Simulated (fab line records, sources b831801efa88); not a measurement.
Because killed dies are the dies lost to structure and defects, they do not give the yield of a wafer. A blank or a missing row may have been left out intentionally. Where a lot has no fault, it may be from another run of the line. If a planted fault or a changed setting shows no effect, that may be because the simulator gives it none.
Problem report in the 8D (eight disciplines) form, filled by code / flow sfq_line / the parts of the form that need people (team, actions taken, sign-off) are left out

## 1. WHAT IS WRONG
oes_product_au at SFQ_TRILAYER_M0_BARC_OPEN_METAL_ETCH_031 reads a mean of 0.617 a.u. on 6 wafers of 2 lots; wafers without a fault read 0.685 a.u. with a standard deviation of 0.0051. Measured from the usual mean, that is -13 standard deviations.
The step: etches BARC in O2, target depth 125 nm, time 41.7 s.
The first sign was on wafer L336.1 at day 16 08:46, on rie_metal-04. Wafers with a number at this step in the record: 42, from 14 lots. By rule, "out" or "out of limits" means more than 4 standard deviations away from the usual mean. The rest of the wafers with a number are treated as sound.

## 2. WHAT IT IS AND WHAT IT IS NOT
question=which readings at this step | is=oes_product_au | is not=rf_fwd_power_W
question=which lots | is=L336, L339 | is not=L322, L323, L324, L325, L328, L329, L330, L331, L332, L333, L335, L344
question=which wafers of those lots | is=all that have a number | is not=-
question=read on which tools | is=rie_metal-02, rie_metal-04 | is not=rie_metal-01
question=when | is=from day 16 08:46 | is not=up to then (33 sound wafers); but 3 sound wafers of L344 came after

## 3. THE SUSPECTS, EACH WITH WHAT RULES IT OUT
Counting: a tool stays on the suspect list if, at a process step up to the reading, it processed all lots that are out and no sound lot following the first of them.
- litho_track-01 at SFQ_TRILAYER_M0_LITHO_COAT_026 (resist thk 62 nm): kept. All lots that are out passed through it, beginning with L336 at day 11 18:16, and no sound lot followed; its final sound lot before that point was L335 at day 11 13:28.
Remaining after the count: litho_track-01 at SFQ_TRILAYER_M0_LITHO_COAT_026.

## 4. THE CAUSE (what the simulator had put in)
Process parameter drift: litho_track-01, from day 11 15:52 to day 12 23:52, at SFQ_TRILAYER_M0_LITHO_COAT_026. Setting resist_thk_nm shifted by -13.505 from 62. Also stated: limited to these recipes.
Only this tool survived the counting.

## 5. THE EFFECT CHAIN, in route order
Each row: a reading whose mean over the struck wafers that have a number lies more than 3 standard deviations from the usual. Scope: only readings with a usual standard deviation given in the record; hours: median across lots of the time from each lot's start at the first step in this table that gives one to its start at this step; sigmas: change in usual standard deviations.
hours=0; step=SFQ_TRILAYER_M0_BARC_OPEN_METAL_ETCH_031; reading=oes_product_au; usual=0.685 a.u.; on struck wafers=0.617; change=-0.068; sigmas=-13
The process steps in it:
- SFQ_TRILAYER_M0_BARC_OPEN_METAL_ETCH_031: etches BARC in O2, target depth 125 nm, time 41.7 s.

## 6. HOW IT WOULD HAVE BEEN CAUGHT EARLIER
In this record no reading fell out of limits until day 16 08:46, 113 hours after the fault had begun at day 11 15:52.
Lots out: 2; all had begun SFQ_TRILAYER_M0_LITHO_COAT_026 on litho_track-01 by day 16 08:46. None of them would have been spared by holding the tool at that moment.
